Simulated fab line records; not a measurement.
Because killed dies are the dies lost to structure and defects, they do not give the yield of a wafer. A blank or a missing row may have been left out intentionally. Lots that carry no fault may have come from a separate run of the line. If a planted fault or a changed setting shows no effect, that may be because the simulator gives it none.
Comparing a struck lot with a sound one ; flow sky130 ; 14 out of 708 route steps
Sound: the wafers L504.1, L504.3, L504.5. Wafers L508.3, L508.5, L508.6 were the ones struck. The cause comes at the end.
For every step that has rows: the tool of each side, followed by ch and its chambers, followed by its first start. Under that, the readings that differ: sound wafers ; struck wafers ; difference of the means ; sigmas: that difference in standard deviations of wafers without a fault.
alike: words and numbers the same on both sides, and readings whose means are apart by under 2 such deviations; not compared: readings that were withheld, readings missing a value for some wafer, numbers with overlapping values and no deviation given by the record, and bounds like >300 which may hide the same value.
The two part at a step that has a row with sigmas, a row that says differs or no value, or rows on one side only. Non-overlapping numbers with no deviation appear without sigmas and do not part them. Lack of a reading on every wafer of one side parts them only where that side has two or more wafers.

first, 2 steps without rows for these wafers: SKY_VT_ADJUST_LVTN_PEB_16; SKY_VT_ADJUST_LVTN_DEVELOP_17 (develop time 60 s).
SKY_VT_ADJUST_LVTN_OVL_MEAS_18:
  sound on overlay-02 at day 10 06:07; struck on overlay-02 at day 11 14:52
  alike: VT_ADJUST_LVTN_01_OVL
next, for these wafers, 1 step has no rows: SKY_VT_ADJUST_LVTN_IMPLANT_19.
SKY_VT_ADJUST_LVTN_STRIP_20: strips in O2/N2.
  sound on plasma-asher-04 ch 1, day 10 06:18; struck on plasma-asher-01 ch 0,1, day 11 15:05
  alike: drypump-motor-current-A, o2-flow-sccm, oes-product-au, strip-time-to-endpoint-s
  not compared: rf-hours-counter-h
SKY_VT_ADJUST_LVTN_TW_MEAS_21:
  sound on film-metro-02 at day 10 06:24; struck on film-metro-01 at day 11 15:10
  alike: VT_ADJUST_LVTN_2_TW
then, 6 steps without rows for these wafers: SKY_VT_ADJUST_NCORE_DEHYDRATE_00 (time 60 s); SKY_VT_ADJUST_NCORE_HMDS_01 (prime time 60 s); SKY_VT_ADJUST_NCORE_COAT_02 (resist thk 1140 nm); SKY_VT_ADJUST_NCORE_SOFTBAKE_03 (time 60 s); SKY_VT_ADJUST_NCORE_EXPOSE_04 (exposes mask LVTN COMPLEMENT THIN, target cd 380 nm); SKY_VT_ADJUST_NCORE_PEB_05.
SKY_VT_ADJUST_NCORE_DEVELOP_06: develop time 60 s.
  sound on litho-track-03 ch 0, day 11 04:25; struck on litho-track-04, day 12 15:03
  no value came back on the struck wafers for chill-plate-temp-C (C), develop-time-s (s); on the sound wafers chill-plate-temp-C (C) reads 23.20 23.10 23.20
SKY_VT_ADJUST_NCORE_CD_MEAS_07: the cd target is 380 nm.
  sound on cd-sem-02 at day 11 04:34; struck on cd-sem-01 at day 12 15:11
reading;sound;struck;difference;sigmas
cd-nm (nm);377.4 378.1 376.2;- - -;no value on the struck wafers;

## WHERE THEY PART
Earliest at SKY_VT_ADJUST_NCORE_DEVELOP_06; latest, in this record, at SKY_VT_ADJUST_NCORE_CD_MEAS_07.

WHY: what had been put in by the simulator
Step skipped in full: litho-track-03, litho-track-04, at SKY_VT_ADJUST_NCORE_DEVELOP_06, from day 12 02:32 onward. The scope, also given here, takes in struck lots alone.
